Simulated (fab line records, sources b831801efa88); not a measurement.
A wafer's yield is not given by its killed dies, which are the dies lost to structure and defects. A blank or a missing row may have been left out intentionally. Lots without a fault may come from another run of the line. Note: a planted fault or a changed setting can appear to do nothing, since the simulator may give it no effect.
Problem report in the 8D (eight disciplines) form, filled by code ; flow gf180mcu ; the parts of the form that need people (team, actions taken, sign-off) are left out

== 1. THE ISSUE ==
Mean of dose ions cm2 at GF_HV_LDD_IMPLANT_33: 8.168e+12 across 9 wafers in 3 lots; on wafers with no fault it is 7.499e+12 (standard deviation 8e+09). That puts it +84 standard deviations away from the usual mean.
First observed at day 12 19:53: wafer L592.3, on implanter-01. Wafers with a number at this step in the record: 45, from 15 lots. By rule, "out" or "out of limits" means more than 4 standard deviations away from the usual mean. All remaining wafers that have a number are taken as sound.

== 2. WHAT IT IS; WHAT IT IS NOT ==
question;is;is not
which readings at this step;dose ions cm2;-
which lots;L592, L593, L595;L588, L590, L591, L594, L602, L603, L604, L606, L607, L608, L609, L611
which wafers of those lots;all that have a number;-
read on which tools;implanter-01;implanter-02, implanter-04
when;from day 12 19:53;"up to then (9 sound wafers); but 27 sound wafers of L594, L602, L603, L604, L606, L607, L608, L609, L611 came after"

== 3. SUSPECTS, AND WHAT RULES EACH OUT ==
Counting: any tool at a process step up to the reading is kept as a suspect provided that every lot that is out went through it and no sound lot did after the first of them.
- implanter-01 at GF_HV_LDD_IMPLANT_33: ruled out as a lasting fault. Following L592 (day 12 19:53), the first lot on it that is out, the sound lots L603, L604, L607, L609 were run on it.
Left after counting: nothing in the record.

== 4. THE CAUSE (what the simulator had put in) ==
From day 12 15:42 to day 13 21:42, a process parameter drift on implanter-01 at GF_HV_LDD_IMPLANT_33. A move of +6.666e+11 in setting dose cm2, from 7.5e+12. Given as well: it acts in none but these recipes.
Counting ruled it out, wrongly.

== 5. SEQUENCE OF EFFECTS, ordered by route ==
Each row: a reading where the mean over the struck wafers with a number is more than 3 standard deviations away from the usual. Only readings for which the record gives a usual standard deviation are gone through. hours: the time from each lot's start at the first step in this table that gives one to its start at this step, as a median over the lots. sigmas: the change in usual standard deviations.
hours;step;reading;usual;on struck wafers;change;sigmas
0;GF_HV_LDD_IMPLANT_33;dose ions cm2;7.499e+12;8.168e+12;+6.691e+11;+84
0;GF_HV_LDD_IMPLANT_33;faraday current uA;42.3;46.2;+3.9;+4.7
It contains these process steps:
- GF_HV_LDD_IMPLANT_33
Later measuring or inspecting steps at which every struck wafer that the step has a row for has a number for every such reading, and none has moved that far: GF_V3_THK_MEAS_25, GF_V4_OVL_MEAS_15.

== 6. HOW IT WOULD HAVE BEEN CAUGHT EARLIER ==
In this record no reading fell out of limits until day 12 19:53, 4 hours after the fault had begun at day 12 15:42.
